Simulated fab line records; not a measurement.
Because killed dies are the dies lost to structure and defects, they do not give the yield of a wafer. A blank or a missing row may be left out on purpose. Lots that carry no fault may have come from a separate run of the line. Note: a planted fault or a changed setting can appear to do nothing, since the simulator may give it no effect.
Which of the tools did it?	flow sky130	11 lots with 33 wafers sampled at 5 steps, on a route of 708 steps

WHAT THE GAUGES SHOWED, per wafer
SKY_VIA3_RS_MEAS_22: a four-point-probe measurement. Usual: VIA3_W_RS typically reads 0.292 ohm/sq, with standard deviation 0.0034.
lot	measured	on	VIA3_W_RS (ohm/sq)	flag
L516	day 40 14:55	film metro-01	0.293 0.286 0.291	
L518	day 40 21:10	film metro-04	0.294 0.295 0.297	
L519	day 41 13:32	film metro-01	0.291 0.292 0.292	
L521	day 41 17:32	film metro-02	0.290 0.289 0.289	
L522	day 42 02:11	film metro-04	0.290 0.294 0.290	
L523	day 42 10:27	film metro-01	0.291 0.294 0.290	
L525	day 42 17:34	film metro-02	0.291 0.289 0.291	
L526	day 43 07:31	film metro-01	0.296 0.290 0.294	
L534	day 45 01:57	film metro-02	0.296 0.300 0.296	
L535	day 45 05:44	film metro-02	0.294 0.300 0.296	
L536	day 45 12:17	film metro-04	0.290 0.294 0.289	

WHICH TOOL RAN EACH LOT (tool, then ch and the chambers of the sampled wafers, then the start)
lot	SKY_METAL3_SPUTTER_00	SKY_VIA3_COAT_06	SKY_VIA3_ETCH_14	SKY_VIA3_SPUTTER_20
L516	pvd sputter-02, day 37 08:24	litho track-02 ch 0, day 40 01:55	rie diel-04 ch 2,3, day 40 14:02	pvd sputter-03, day 40 14:43
L518	pvd sputter-01, day 37 15:54	litho track-01 ch 0, day 40 07:46	rie diel-04 ch 0,1,2, day 40 20:17	pvd sputter-04, day 40 20:58
L519	pvd sputter-02, day 38 08:11	litho track-01 ch 0, day 41 00:10	rie diel-03 ch 2,3, day 41 12:39	pvd sputter-03, day 41 13:20
L521	pvd sputter-04, day 38 13:37	litho track-01 ch 0, day 41 04:43	rie diel-04 ch 0,1,2, day 41 16:37	pvd sputter-01, day 41 17:20
L522	pvd sputter-01, day 38 22:05	litho track-01 ch 0, day 41 12:50	rie diel-02 ch 0,2, day 42 01:13	pvd sputter-01, day 42 01:58
L523	pvd sputter-04, day 39 06:40	litho track-03 ch 0, day 41 21:13	rie diel-03 ch 0,2,3, day 42 09:34	pvd sputter-01, day 42 10:16
L525	pvd sputter-01, day 39 14:31	litho track-02 ch 0, day 42 05:26	rie diel-02 ch 0,1, day 42 16:37	pvd sputter-04, day 42 17:21
L526	pvd sputter-01, day 40 03:53	litho track-01 ch 0, day 42 17:43	rie diel-03 ch 0,2, day 43 06:36	pvd sputter-01, day 43 07:19
L534	pvd sputter-01, day 42 00:46	litho track-01 ch 0, day 44 13:26	rie diel-02 ch 0,1, day 45 01:01	pvd sputter-01, day 45 01:43
L535	pvd sputter-02, day 42 05:38	litho track-02 ch 0, day 44 17:16	rie diel-04 ch 0,3, day 45 04:49	pvd sputter-01, day 45 05:31
L536	pvd sputter-02, day 42 11:34	litho track-02 ch 0, day 44 23:34	rie diel-03 ch 1,2,3, day 45 11:19	pvd sputter-03, day 45 12:05
- SKY_METAL3_SPUTTER_00: material Ti, target thk 15 nm, time 10 s.
- SKY_VIA3_COAT_06: resist thk 60 nm.
- SKY_VIA3_ETCH_14: etches BARC in N2/H2, stops on SiO2, time 45.9 s, target depth 60 nm.
- SKY_VIA3_SPUTTER_20: material TiN, target thk 20 nm, time 80 s.

WHAT THE TOOLS THEMSELVES READ (means of the sampled wafers that have a number; where no wafer has one, the mark that the record gives instead)
SKY_METAL3_SPUTTER_00. Usual: chamber pressure pa 0.4001 Pa, standard deviation 0.0008; throttle valve pct 30.3 %, standard deviation 1.1.
lot	tool	chamber pressure pa (Pa)	throttle valve pct (%)	flag
L516	pvd sputter-02	0.4000	29.9	
L518	pvd sputter-01	0.3995	29.7	
L519	pvd sputter-02	0.3997	30.2	
L521	pvd sputter-04	0.4012	31.5	
L522	pvd sputter-01	0.4009	29.7	
L523	pvd sputter-04	0.4001	31.6	
L525	pvd sputter-01	0.4001	29.6	
L526	pvd sputter-01	0.4002	29.1	
L534	pvd sputter-01	0.4000	29.7	
L535	pvd sputter-02	0.3998	29.7	
L536	pvd sputter-02	0.4002	30.4	

SKY_VIA3_COAT_06. Usual: spin speed rpm reads 3000.0 rpm (standard deviation 1.9).
lot	tool	spin speed rpm (rpm)	flag
L516	litho track-02	2998.7	
L518	litho track-01	2999.4	
L519	litho track-01	3000.3	
L521	litho track-01	3000.3	
L522	litho track-01	2999.6	
L523	litho track-03	2999.6	
L525	litho track-02	2999.2	
L526	litho track-01	2999.9	
L534	litho track-01	2999.8	
L535	litho track-02	2647.3	OFF
L536	litho track-02	2645.8	OFF

SKY_VIA3_ETCH_14. Usual: drypump motor current A 5.7 A, standard deviation 0.53; h2 flow sccm 200.0 sccm, standard deviation 0.65; oes product au 0.855 a.u., standard deviation 0.0046; throttle valve pct 13.222 %, standard deviation 0.0087.
lot	tool	drypump motor current A (A)	h2 flow sccm (sccm)	oes product au (a.u.)	throttle valve pct (%)	flag
L516	rie diel-04	5.4	200.2	0.855	13.226	
L518	rie diel-04	5.0	199.8	0.854	13.223	
L519	rie diel-03	6.0	200.5	0.852	13.229	
L521	rie diel-04	5.1	200.2	0.854	13.219	
L522	rie diel-02	6.0	200.8	0.852	13.226	
L523	rie diel-03	6.1	199.8	0.852	13.219	
L525	rie diel-02	6.1	200.1	0.851	13.215	
L526	rie diel-03	6.3	199.7	0.857	13.225	
L534	rie diel-02	6.1	200.3	0.850	13.224	
L535	rie diel-04	5.7	199.7	0.884	13.220	OFF
L536	rie diel-03	6.0	200.6	0.881	13.226	OFF

SKY_VIA3_SPUTTER_20. Usual: chamber pressure pa 5.003 Pa, standard deviation 0.011; throttle valve pct 30.1 %, standard deviation 0.86.
lot	tool	chamber pressure pa (Pa)	throttle valve pct (%)	flag
L516	pvd sputter-03	4.993	29.8	
L518	pvd sputter-04	5.006	31.4	
L519	pvd sputter-03	5.001	29.6	
L521	pvd sputter-01	5.010	29.6	
L522	pvd sputter-01	5.007	29.9	
L523	pvd sputter-01	4.993	30.1	
L525	pvd sputter-04	5.001	30.6	
L526	pvd sputter-01	5.008	29.9	
L534	pvd sputter-01	5.006	30.0	
L535	pvd sputter-01	4.984	29.9	
L536	pvd sputter-03	5.013	29.9	

THE ANSWER, worked out from the rows above alone
Rule: take the mean of a lot's wafers that have a number; if it is more than 3 standard deviations from the usual mean, the lot is off. A lot without any number at a reading at which 4 lots or more have one is off too. All remaining lots with rows at the step are treated as sound. After the gauges, taken in route order, come the tools' own readings; for these a lot's mean is taken, as printed above. At the first step where some lot is off, the reading lying furthest off is the one used; lots without a number count as furthest.
Off: L535, L536, at SKY_VIA3_COAT_06 (spin speed rpm).
A tool fits if, at that step or a process step before it, it ran every lot that is off, and no sound lot after the first of them. 2 tools fit, pvd sputter-02 at SKY_METAL3_SPUTTER_00 and litho track-02 at SKY_VIA3_COAT_06, so this cannot tell which one it is.

WHAT THE SIMULATOR HAD PUT IN
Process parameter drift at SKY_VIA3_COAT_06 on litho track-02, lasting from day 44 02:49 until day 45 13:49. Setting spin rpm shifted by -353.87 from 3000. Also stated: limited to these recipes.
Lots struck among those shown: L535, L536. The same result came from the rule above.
